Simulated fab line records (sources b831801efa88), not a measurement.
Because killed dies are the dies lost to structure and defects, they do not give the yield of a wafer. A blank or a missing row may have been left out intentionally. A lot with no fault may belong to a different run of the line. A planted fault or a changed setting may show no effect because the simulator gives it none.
2 desks, one fault / flow gf180mcu / each desk holds nothing but its own numbers, with what lay behind them at the end

## AT THE TOOL OWNER'S DESK: wet_bench-01
The tool's own readings at GF_DUAL_GATE_WET_ETCH_12 (etches SiO2 in dHF, target depth 13 nm, time 260 s): means of the sampled wafers that have a number, for each lot that ran on this tool. Any lot whose mean is over 4 standard deviations away from the usual mean is out of limits and marked OUT; that distance is given in the brackets.
Columns: A = bath_heat_duty_pct at GF_DUAL_GATE_WET_ETCH_12, usual 6.5 %; B = temp_c at GF_DUAL_GATE_WET_ETCH_12, usual 25.01 C
lot=L608; first seen here=day 8 06:35; A=6.8; B=24.82
lot=L610; first seen here=day 9 00:44; A=6.7; B=25.07
lot=L621; first seen here=day 12 03:26; A=0.0 (-6.5) OUT; B=8.17 (-99 or more) OUT
lot=L622; first seen here=day 12 11:05; A=0.0 (-6.5) OUT; B=8.37 (-99 or more) OUT
Finding of this desk: L621, L622 out of limits; the first was L621 at day 12 03:26, on bath_heat_duty_pct at GF_DUAL_GATE_WET_ETCH_12. L608, L610: within limits.

## THE METROLOGY DESK
What the gauges read, lot by lot, whatever tool the lot ran on: means of the sampled wafers that have a number. Any lot whose mean is over 4 standard deviations away from the usual mean is out of limits and marked OUT; that distance is given in the brackets.
Columns: A = SAB_OVL at GF_SAB_OVL_MEAS_10, usual -0.4 nm
lot=L608; first seen here=day 15 01:11; A=-1.1
lot=L610; first seen here=day 15 23:07; A=-1.8
lot=L612; first seen here=day 16 15:13; A=-0.6
lot=L613; first seen here=day 17 05:49; A=-0.4
lot=L615; first seen here=day 17 19:28; A=1.3
lot=L621; first seen here=day 19 22:04; A=2.4
lot=L622; first seen here=day 20 06:34; A=-1.4
lot=L623; first seen here=day 20 13:55; A=-1.6
lot=L624; first seen here=day 20 22:46; A=1.2
lot=L625; first seen here=day 21 04:26; A=-2.3
lot=L627; first seen here=day 21 22:19; A=-0.7
lot=L629; first seen here=day 22 12:40; A=-0.6
lot=L630; first seen here=day 22 16:01; A=-0.4
lot=L631; first seen here=day 23 06:58; A=-1.2
This desk's verdict: no lot among the 14 shows anything out of limits.

## TAKEN TOGETHER
On L621, L622, at day 12 03:26, an alarm was possible from the tool owner's desk.
Metrology desk: nothing out of limits seen.
The metrology desk has L621, L622 on record, within its limits.
All the named lots went through GF_DUAL_GATE_WET_ETCH_12 on wet_bench-01.

## WHAT THE SIMULATOR HAD INSERTED
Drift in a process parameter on wet_bench-01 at GF_DUAL_GATE_WET_ETCH_12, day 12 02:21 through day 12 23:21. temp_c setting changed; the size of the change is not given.
Struck lots among those shown: L621, L622.
Time in hours from fault onset to the first out-of-limits reading at each desk: the tool owner's desk, 1.
